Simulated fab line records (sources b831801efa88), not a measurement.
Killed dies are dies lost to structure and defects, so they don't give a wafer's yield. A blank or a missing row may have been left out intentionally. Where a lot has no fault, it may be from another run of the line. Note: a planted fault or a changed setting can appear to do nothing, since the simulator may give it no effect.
Chamber matching / flow gf180mcu / GF_STI_ETCH_14 on rie si-02 has 4 sister chambers
The step etches Si in HBr/Cl2/O2, target depth 360 nm, time 102.9 s. 8 wafers are shown with their chamber, then 7 later ones without.

WAFERS WITH THEIR CHAMBER
wafer=L316.1; chamber=2; oes product au (a.u.)=1.014; throttle valve pct (%)=25.650
wafer=L316.2; chamber=3; oes product au (a.u.)=1.001; throttle valve pct (%)=25.643
wafer=L317.5; chamber=0; oes product au (a.u.)=0.994; throttle valve pct (%)=25.661
wafer=L319.1; chamber=1; oes product au (a.u.)=0.991; throttle valve pct (%)=25.658
wafer=L319.5; chamber=1; oes product au (a.u.)=1.000; throttle valve pct (%)=25.657
wafer=L319.6; chamber=0; oes product au (a.u.)=1.003; throttle valve pct (%)=25.670
wafer=L320.1; chamber=3; oes product au (a.u.)=0.999; throttle valve pct (%)=25.651
wafer=L320.4; chamber=2; oes product au (a.u.)=1.017; throttle valve pct (%)=25.663

WAFERS WHOSE CHAMBER IS MISSING
wafer=L320.6; oes product au (a.u.)=1.005; throttle valve pct (%)=25.634
wafer=L330.2; oes product au (a.u.)=0.999; throttle valve pct (%)=25.645
wafer=L330.4; oes product au (a.u.)=1.006; throttle valve pct (%)=25.658
wafer=L330.5; oes product au (a.u.)=1.000; throttle valve pct (%)=25.669
wafer=L334.4; oes product au (a.u.)=0.998; throttle valve pct (%)=25.661
wafer=L334.5; oes product au (a.u.)=1.014; throttle valve pct (%)=25.649
wafer=L334.6; oes product au (a.u.)=1.008; throttle valve pct (%)=25.643

CHAMBER TAKEN BY EACH
wafer=L320.6; from the rows above=can't be placed: 3 or 2 or 1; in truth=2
wafer=L330.2; from the rows above=can't be placed: 3 or 1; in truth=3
wafer=L330.4; from the rows above=can't be placed: 0 or 2 or 3 or 1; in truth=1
wafer=L330.5; from the rows above=can't be placed: 0 or 1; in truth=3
wafer=L334.4; from the rows above=can't be placed: 0 or 1 or 3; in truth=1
wafer=L334.5; from the rows above=can't be placed: 2 or 3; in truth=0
wafer=L334.6; from the rows above=can't be placed: 3 or 2 or 1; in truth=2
Correctly placed: 0 of 7. These rows do not allow placing 7 (true chamber among the candidates in 5). Wrongly placed: 0.
How it was worked out, from the rows above alone: a wafer's distance from a chamber is the root of the sum, over the readings, of the square of ((its reading less the chamber's mean) divided by the reading's scatter). The wafer belongs to the nearest chamber; if the next one is less than 2 further off, it can't be placed. The mean given for a chamber averages the wafers shown for that chamber. The scatter: the root of (the sum of the squares of (reading less its chamber's mean) over the shown wafers, divided by (wafers less chambers)).
